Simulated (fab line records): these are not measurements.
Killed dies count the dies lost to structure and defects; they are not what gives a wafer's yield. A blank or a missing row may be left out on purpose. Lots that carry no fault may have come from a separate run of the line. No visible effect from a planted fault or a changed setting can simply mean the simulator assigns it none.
Which of the tools did it? + flow sky130 + 36 wafers from 12 lots sampled at 4 of the route's 708 steps

## WHAT THE GAUGES SHOWED, per wafer
SKY_SONOS_TUNNEL_TW_MEAS_12. Usual: for SONOS_TUNNEL_TW the level is 198.0 and the standard deviation is 2.6.
| lot  | measured     | on            | SONOS_TUNNEL_TW   | flag |
|------|--------------|---------------|-------------------|------|
| L625 | day 11 20:00 | film_metro-04 | 196.1 196.9 196.2 |      |
| L627 | day 12 01:34 | film_metro-01 | 201.6 201.7 201.4 |      |
| L630 | day 13 05:24 | film_metro-04 | 194.6 195.6 195.8 |      |
| L636 | day 14 20:56 | film_metro-01 | 201.1 200.3 200.4 |      |
| L637 | day 15 13:03 | film_metro-03 | 195.2 195.2 195.9 |      |
| L640 | day 16 07:56 | film_metro-04 | 193.8 195.8 195.1 |      |
| L642 | day 16 17:52 | film_metro-04 | 195.4 196.0 194.2 |      |
| L643 | day 17 02:31 | film_metro-03 | 196.0 196.7 195.8 |      |
| L644 | day 17 11:09 | film_metro-03 | 197.7 195.9 196.6 |      |
| L645 | day 17 19:43 | film_metro-01 | 202.5 200.6 200.8 |      |
| L646 | day 18 01:31 | film_metro-01 | 200.3 199.6 199.6 |      |
| L647 | day 18 10:42 | film_metro-04 | 196.8 195.5 195.9 |      |

SKY_POLY_GATE_THK_MEAS_01. Usual: for POLY_GATE_CVD_00_THK the level is 180.1 nm and the standard deviation is 2.
| lot  | measured     | on            | POLY_GATE_CVD_00_THK (nm) | flag |
|------|--------------|---------------|---------------------------|------|
| L625 | day 14 13:20 | film_metro-01 | 181.0 179.7 181.1         |      |
| L627 | day 15 03:34 | film_metro-04 | 182.1 183.4 182.4         |      |
| L630 | day 16 05:33 | film_metro-02 | 178.7 179.0 178.1         |      |
| L636 | day 17 19:40 | film_metro-04 | 181.7 182.0 179.3         |      |
| L637 | day 18 08:06 | film_metro-01 | 175.9 178.0 176.0         |      |
| L640 | day 19 11:05 | film_metro-01 | 180.6 179.7 179.5         |      |
| L642 | day 19 18:35 | film_metro-01 | 177.8 179.0 177.7         |      |
| L643 | day 20 02:19 | film_metro-04 | 182.9 183.7 183.6         |      |
| L644 | day 20 11:34 | film_metro-01 | 181.8 181.9 183.5         |      |
| L645 | day 20 20:49 | film_metro-01 | 180.6 178.6 179.8         |      |
| L646 | day 20 23:31 | film_metro-01 | 180.6 181.0 180.0         |      |
| L647 | day 21 08:13 | film_metro-02 | 179.4 179.6 178.1         |      |

SKY_LDD_P_TW_MEAS_11. Usual: for LDD_P_TW the level is 639 and the standard deviation is 6.7.
| lot  | measured     | on            | LDD_P_TW                | flag |
|------|--------------|---------------|-------------------------|------|
| L625 | day 19 13:16 | film_metro-01 | 651 646 646             |      |
| L627 | day 20 09:07 | film_metro-02 | 641 637 637             |      |
| L630 | day 21 10:56 | film_metro-02 | 789 792 788 787 785 792 | OFF  |
| L636 | day 23 03:13 | film_metro-03 | 795 799 796 797 794 798 | OFF  |
| L637 | day 23 14:56 | film_metro-02 | 793 795 792 791 789 790 | OFF  |
| L640 | day 24 16:55 | film_metro-03 | 634 628 631             |      |
| L642 | day 25 01:03 | film_metro-02 | 636 634 641             |      |
| L643 | day 25 08:17 | film_metro-03 | 632 631 627             |      |
| L644 | day 25 16:46 | film_metro-02 | 634 639 638             |      |
| L645 | day 26 02:29 | film_metro-01 | 645 647 646             |      |
| L646 | day 26 06:05 | film_metro-01 | 650 646 648             |      |
| L647 | day 26 10:53 | film_metro-03 | 633 633 634             |      |

## TOOL THAT RAN EACH LOT (tool first, then ch and the chambers of the sampled wafers, then the start)
| lot  | SKY_LDD_P_IMPLANT_09            |
|------|---------------------------------|
| L625 | implanter-04 ch 0, day 19 13:01 |
| L627 | implanter-01 ch 0, day 20 08:52 |
| L630 | implanter-01 ch 0, day 21 10:23 |
| L636 | implanter-02 ch 0, day 23 02:32 |
| L637 | implanter-04 ch 0, day 23 14:19 |
| L640 | implanter-01 ch 0, day 24 16:40 |
| L642 | implanter-02 ch 0, day 25 00:50 |
| L643 | implanter-01 ch 0, day 25 08:04 |
| L644 | implanter-02 ch 0, day 25 16:31 |
| L645 | implanter-02 ch 0, day 26 02:16 |
| L646 | implanter-04 ch 0, day 26 05:52 |
| L647 | implanter-04 ch 0, day 26 10:38 |
- SKY_LDD_P_IMPLANT_09

## AS READ BY THE TOOLS THEMSELVES (means over the sampled wafers that have a number; for cases with no such wafer, the mark the record gives instead)
The record holds no such reading with a usual standard deviation.

## THE ANSWER, worked out from the rows above alone
Rule: take the mean of a lot's wafers that have a number; if it is more than 3 standard deviations from the usual mean, the lot is off. Also off: a lot with no number at a reading for which 4 or more lots have one. The other lots that the step has rows for count as sound. Order of review: gauges by route order, followed by the tools' own readings, for which a lot's mean as printed above is used. The first step at which some lot is off is used, and at that step the reading that is off furthest; a lot without a number counts as furthest.
Off: at SKY_LDD_P_TW_MEAS_11 (LDD_P_TW), L630, L636, L637.
If a tool, at a process step before that reading, ran all the lots that are off and no sound lot after the first of them, it fits. The gauges at SKY_LDD_P_TW_MEAS_11 are tried like those tools. Of those tried, none fits.

## WHAT THE SIMULATOR HAD PUT IN
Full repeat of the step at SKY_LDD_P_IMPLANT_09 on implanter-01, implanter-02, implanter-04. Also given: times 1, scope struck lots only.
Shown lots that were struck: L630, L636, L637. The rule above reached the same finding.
